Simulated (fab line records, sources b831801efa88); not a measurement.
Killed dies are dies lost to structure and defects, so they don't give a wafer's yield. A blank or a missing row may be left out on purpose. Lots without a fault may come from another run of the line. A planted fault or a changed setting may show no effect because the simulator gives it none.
fab line records | flow gf180mcu
record lots=12 wafers=36 last_day=35
route steps=602 shown MVPSD@86 VT_IMPLANT@140 PSD@256 CONTACT@292 V1@352
lots that met no fault: from a run of the same line without faults
start_h: hours from the record's first day to the start of the lot's first wafer shown | wait_h: hours since the lot's step before | " the same as in the row above | L1.1+2: a row that stands for several wafers | - no value, or no start given | * or withheld: withheld | < > ~ a bound
route shown NAME@n: a module of which the file shows steps, and the number in the route of the first | usual: mean/standard deviation of fault-free wafers | same: alike in all rows | chamber/n: place in a boat | sites: the reading at each site | _std_site: their standard deviation | _edge_site: outer sites' mean less inner sites' | radius_mm: how far each site lies from the wafer's centre | mask NAME#n: copy n | behind: the tool/chamber that last shaped the wafer | hold: why the lot was held/for how many hours/how that ended | device: the transistor (n, p or np) that didn't switch | end of line: the same wafers' tests at the end of the route | a step without rows: its recipe alone | killed: dies lost to structure and defects at the first sort, not the wafer's yield | map: a wafer's dies, x killed, . not, _ none there
set.NAME: the setting as run; set.NAME@STEP: as run at that earlier step | model.NAME: the simulator's own value behind a step, which no gauge read
steps of the route over a sample of lots; a table a step, a row a wafer
services: from which hour (start_h, from the record's first day; less than 0 if before it) a tool's chamber was out of use, for how many hours, and why
## steps
# step GF_MVPSD_IMPLANT_08
# recipe species=B energy_kev=170 dose_cm2=1.5e+13 tilt_deg=0
# usual dose_ions_cm2=1.4997e+13/1.9e+10
# columns lot.wafer tool chamber start_h wait_h dose_ions_cm2
L257.2 implanter-04 0 97.13 0.0 1.4984e+13
L257.4 " 0 " " 1.4983e+13
L257.6 " 0 " " 1.5011e+13
L258.1 implanter-04 0 104.01 0.0 1.4992e+13
L258.2 " 0 " " 1.4983e+13
L258.6 " 0 " " 1.4996e+13
L259.1 implanter-03 0 112.11 0.0 1.4973e+13
L259.3 " 0 " " 1.5001e+13
L259.6 " 0 " " 1.4984e+13
L260.3 implanter-03 0 115.61 0.1 1.4986e+13
L260.4 " 0 " " 1.501e+13
L260.5 " 0 " " 1.4989e+13
L262.1 implanter-03 0 129.26 0.0 1.5019e+13
L262.5 " 0 " " 1.4994e+13
L262.6 " 0 " " 1.4996e+13
L263.1 implanter-01 0 136.56 0.0 1.4983e+13
L263.2 " 0 " " 1.4994e+13
L263.6 " 0 " " 1.5003e+13
L265.1 implanter-03 0 148.41 0.0 1.4994e+13
L265.2 " 0 " " 1.5004e+13
L265.6 " 0 " " 1.497e+13
L268.3 implanter-03 0 164.91 0.1 1.4694e+13
L268.5 " 0 " " 1.4711e+13
L268.6 " 0 " " 1.47e+13
L269.1 implanter-03 0 170.56 0.0 1.4691e+13
L269.4 " 0 " " 1.4722e+13
L269.5 " 0 " " 1.4703e+13
L277.1 implanter-01 0 217.76 0.0 1.4992e+13
L277.2 " 0 " " 1.4972e+13
L277.5 " 0 " " 1.4989e+13
L278.1 implanter-04 0 221.86 0.0 1.5e+13
L278.2 " 0 " " 1.4977e+13
L278.3 " 0 " " 1.5006e+13
L280.2 implanter-04 0 236.03 0.0 1.5026e+13
L280.4 " 0 " " 1.5031e+13
L280.6 " 0 " " 1.5033e+13
# step GF_VT_IMPLANT_RS_MEAS_49
# recipe thk_meas_gauge=four-point-probe
# usual MVPSD_RS=1169.2/2.5
# columns lot.wafer tool chamber start_h wait_h hold MVPSD_RS[ohm/sq]
L257.2 film_metro-02 - 160.73 0.1 - 1167.8
L257.4 " - " " - 1173.0
L257.6 " - " " - 1168.2
L258.1 film_metro-03 - 167.32 0.1 - 1170.4
L258.2 " - " " - 1168.7
L258.6 " - " " - 1167.2
L259.1 film_metro-03 - 176.18 0.1 - 1166.6
L259.3 " - " " - 1167.0
L259.6 " - " " - 1167.9
L260.3 film_metro-01 - 180.00 0.1 - 1169.7
L260.4 " - " " - 1171.5
L260.5 " - " " - 1166.6
L262.1 film_metro-03 - 196.26 0.1 - 1169.2
L262.5 " - " " - 1168.3
L262.6 " - " " - 1169.6
L263.1 film_metro-02 - 205.03 0.1 - 1169.7
L263.2 " - " " - 1165.6
L263.6 " - " " - 1171.9
L265.1 film_metro-02 - 217.33 0.1 - 1168.5
L265.2 " - " " - 1168.8
L265.6 " - " " - 1167.2
L268.3 film_metro-02 - 234.70 0.1 await_dispo/0.2h/release 1179.3
L268.5 " - " " await_dispo/0.2h/release 1181.0
L268.6 " - " " await_dispo/0.2h/release 1181.1
L268.3 film_metro-02 - 234.99 0.3 - 1179.3
L268.5 " - " " - 1181.4
L268.6 " - " " - 1179.5
L269.1 film_metro-03 - 239.72 0.1 await_dispo/0.2h/release 1181.3
L269.4 " - " " await_dispo/0.2h/release 1183.5
L269.5 " - " " await_dispo/0.2h/release 1185.4
L269.1 film_metro-03 - 240.07 0.3 - 1180.8
L269.4 " - " " - 1180.3
L269.5 " - " " - 1183.2
L277.1 film_metro-01 - 293.93 0.1 - 1171.0
L277.2 " - " " - 1170.6
L277.5 " - " " - 1167.9
L278.1 film_metro-01 - 298.78 0.1 - 1172.1
L278.2 " - " " - 1170.9
L278.3 " - " " - 1171.4
L280.2 film_metro-02 - 316.00 0.1 - 1165.1
L280.4 " - " " - 1164.4
L280.6 " - " " - 1164.0
# step GF_VT_IMPLANT_WET_ETCH_50
# recipe chemistry=dHF target_depth_nm=20 target=SiO2 temp_c=25 dilution=100:1 time_s=400
# same time_s=400
# columns lot.wafer tool chamber start_h wait_h hold
L257.2+4+6 wet_bench-02 1 160.83 0.1 -
L258.1+2+6 wet_bench-03 3 167.44 0.1 -
L259.1+3+6 wet_bench-04 3 176.30 0.1 -
L260.3+4+5 wet_bench-04 0 180.08 0.1 -
L262.1+5+6 wet_bench-04 0 196.39 0.1 -
L263.1+2+6 wet_bench-02 0 205.15 0.1 -
L265.1+2+6 wet_bench-04 0 217.45 0.1 -
L268.3+5+6 wet_bench-02 3 236.93 1.9 await_dispo/1.6h/release
L269.1+4+5 wet_bench-04 1 248.75 8.7 await_dispo/8.6h/release
L277.1+2+5 wet_bench-02 0 294.05 0.1 -
L278.1+2+3 wet_bench-02 1 298.90 0.1 -
L280.2+4+6 wet_bench-03 1 316.10 0.1 -
# step GF_PSD_OVL_MEAS_08
# usual PSD_OVL=0.1/1.4
# columns lot.wafer tool chamber start_h wait_h PSD_OVL[nm]
L257.2 overlay-01 - 319.45 0.1 -0.7
L257.4 " - " " 1.0
L257.6 " - " " 1.9
L258.1 overlay-01 - 331.52 0.1 -2.2
L258.2 " - " " -1.0
L258.6 " - " " -0.3
L259.1 overlay-02 - 340.59 0.1 0.7
L259.3 " - " " 0.6
L259.6 " - " " -0.1
L260.3 overlay-01 - 353.39 0.1 0.0
L260.4 " - " " -0.3
L260.5 " - " " 0.1
L262.1 overlay-01 - 375.47 0.1 0.9
L262.5 " - " " 0.7
L262.6 " - " " 0.7
L263.1 overlay-01 - 383.24 0.1 1.1
L263.2 " - " " 0.1
L263.6 " - " " -1.2
L265.1 overlay-01 - 401.09 0.1 -1.0
L265.2 " - " " 1.4
L265.6 " - " " 2.2
L268.3 overlay-01 - 418.25 0.1 1.0
L268.5 " - " " 1.7
L268.6 " - " " 0.3
L269.1 overlay-02 - 424.22 0.1 0.3
L269.4 " - " " -1.4
L269.5 " - " " -0.9
L277.1 overlay-02 - 489.68 0.1 -0.8
L277.2 " - " " 0.8
L277.5 " - " " 0.1
L278.1 overlay-01 - 497.07 0.1 -0.7
L278.2 " - " " -2.2
L278.3 " - " " -1.8
L280.2 overlay-02 - 518.75 0.1 2.8
L280.4 " - " " 1.0
L280.6 " - " " -0.6
# step GF_CONTACT_BOW_MEAS_05
# recipe mode=bow
# usual CONTACT_BOW=66/7.9
# columns lot.wafer tool chamber start_h wait_h CONTACT_BOW[um]
L257.2 film_metro-01 - 343.38 0.3 76
L257.4 " - " " 73
L257.6 " - " " 74
L258.1 film_metro-03 - 355.54 0.1 70
L258.2 " - " " 73
L258.6 " - " " 70
L259.1 film_metro-01 - 365.28 0.2 59
L259.3 " - " " 67
L259.6 " - " " 72
L260.3 film_metro-02 - 378.19 0.3 68
L260.4 " - " " 65
L260.5 " - " " 67
L262.1 film_metro-03 - 400.63 0.2 65
L262.5 " - " " 68
L262.6 " - " " 77
L263.1 film_metro-01 - 409.40 0.2 66
L263.2 " - " " 57
L263.6 " - " " 69
L265.1 film_metro-01 - 427.33 0.2 70
L265.2 " - " " 65
L265.6 " - " " 77
L268.3 film_metro-01 - 444.86 0.1 71
L268.5 " - " " 68
L268.6 " - " " 71
L269.1 film_metro-01 - 451.24 0.1 65
L269.4 " - " " 63
L269.5 " - " " 75
L277.1 film_metro-03 - 515.17 0.2 51
L277.2 " - " " 65
L277.5 " - " " 61
L278.1 film_metro-02 - 522.92 0.2 69
L278.2 " - " " 78
L278.3 " - " " 64
L280.2 film_metro-02 - 543.83 0.1 65
L280.4 " - " " 61
L280.6 " - " " 67
# step GF_V1_ETCH_17
# recipe chemistry=C4F8/O2/Ar mask_material=KrF target=SiO2 stop_on=TiN source_w=1500 bias_w=1200 pressure_mtorr=40 c4f8_flow_sccm=withheld O2_flow_sccm=6 Ar_flow_sccm=300 time_s=withheld target_depth_a=6300
# usual oes_product_au=0.856/0.0044 rf_fwd_power_W=1494/5
# columns lot.wafer tool chamber start_h wait_h oes_product_au rf_fwd_power_W
L257.2 rie_diel-02 2 - - 0.863 1494
L257.4 " 1 " " 0.854 1489
L257.6 " 1 " " 0.854 1494
L258.1 rie_diel-04 1 - - 0.857 1498
L258.2 " 3 " " 0.851 1488
L258.6 " 2 " " 0.854 1492
L259.1 rie_diel-02 3 - - 0.858 1495
L259.3 " 1 " " 0.853 1486
L259.6 " 3 " " 0.856 1498
L260.3 rie_diel-03 2 - - 0.857 1494
L260.4 " 3 " " 0.846 1500
L260.5 " 0 " " 0.853 1489
L262.1 rie_diel-03 3 - - 0.859 1492
L262.5 " 0 " " 0.859 1496
L262.6 " 3 " " 0.847 1501
L263.1 rie_diel-02 0 - - 0.857 1493
L263.2 " 3 " " 0.851 1499
L263.6 " 0 " " 0.857 1496
L265.1 rie_diel-04 2 - - 0.863 1498
L265.2 " 1 " " 0.856 1495
L265.6 " 3 " " 0.858 1500
L268.3 rie_diel-03 0 - - 0.853 1494
L268.5 " 0 " " 0.851 1495
L268.6 " 3 " " 0.861 1498
L269.1 rie_diel-04 2 - - 0.849 1493
L269.4 " 1 " " 0.854 1506
L269.5 " 0 " " 0.854 1494
L277.1 rie_diel-03 0 - - 0.857 1498
L277.2 " 1 " " 0.860 1488
L277.5 " 0 " " 0.861 1494
L278.1 rie_diel-02 3 - - 0.855 1492
L278.2 " 2 " " 0.849 1495
L278.3 " 1 " " 0.866 1491
L280.2 rie_diel-02 1 - - 0.861 1491
L280.4 " 2 " " 0.849 1489
L280.6 " 0 " " 0.862 1493
## services
# columns tool chamber start_h hours kind
wet_bench-02 - 93.81 21.8 repair
rie_diel-03 - 95.91 2.0 repair
implanter-04 - 110.29 3.5 repair
implanter-03 - 117.05 3.5 repair
rie_diel-02 - 122.19 4.7 repair
rie_diel-02 - 128.74 0.9 repair
rie_diel-02 3 141.03 8.7 repair
rie_diel-02 1 167.31 13.0 repair
wet_bench-04 - 181.02 1.9 pm
rie_diel-02 - 184.94 40.4 repair
implanter-03 - 224.82 1.7 repair
implanter-03 - 240.47 1.5 repair
implanter-03 - 296.78 3.1 pm
implanter-03 - 300.68 2.4 repair
implanter-03 - 302.13 4.6 repair
wet_bench-04 - 305.85 0.8 repair
rie_diel-02 2 370.10 3.1 repair
implanter-03 - 400.37 6.0 pm
wet_bench-02 - 426.48 8.3 repair
rie_diel-02 0 434.59 17.9 repair
rie_diel-02 0 501.58 10.2 repair
rie_diel-02 1 527.36 6.2 repair
wet_bench-04 - 563.26 2.6 repair
implanter-03 - 590.48 2.1 repair
## key
first_sign step=GF_MVPSD_IMPLANT_08 reading=dose_ions_cm2 direction=down sigmas=16 usual=1.4997e+13 struck=1.4703e+13
effect step=GF_VT_IMPLANT_RS_MEAS_49 reading=MVPSD_RS direction=up sigmas=5 usual=1169.2 struck=1181.9
met_at GF_MVPSD_IMPLANT_08
struck_lots L268,L269
tester_left_out L268,L269
not_acting_at GF_PSD_OVL_MEAS_08,GF_CONTACT_BOW_MEAS_05,GF_V1_ETCH_17
onset_between 148.41 164.91
fault kind=process_parameter_drift tool=implanter-03 chamber=- onset_h=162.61 steps=GF_MVPSD_IMPLANT_08 channel=dose_cm2 offset=-3.2084e+11 shape=step end_h=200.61 acts_in=these_recipes_only stated=1.5e+13
# tester_left_out: of these lots the tester's yield and bins aren't shown, on N5 and GAA mostly nor the transistor test; their killed dies are dies lost to structure and defects alone, not to doping, threshold or leakage, so they don't give the yield
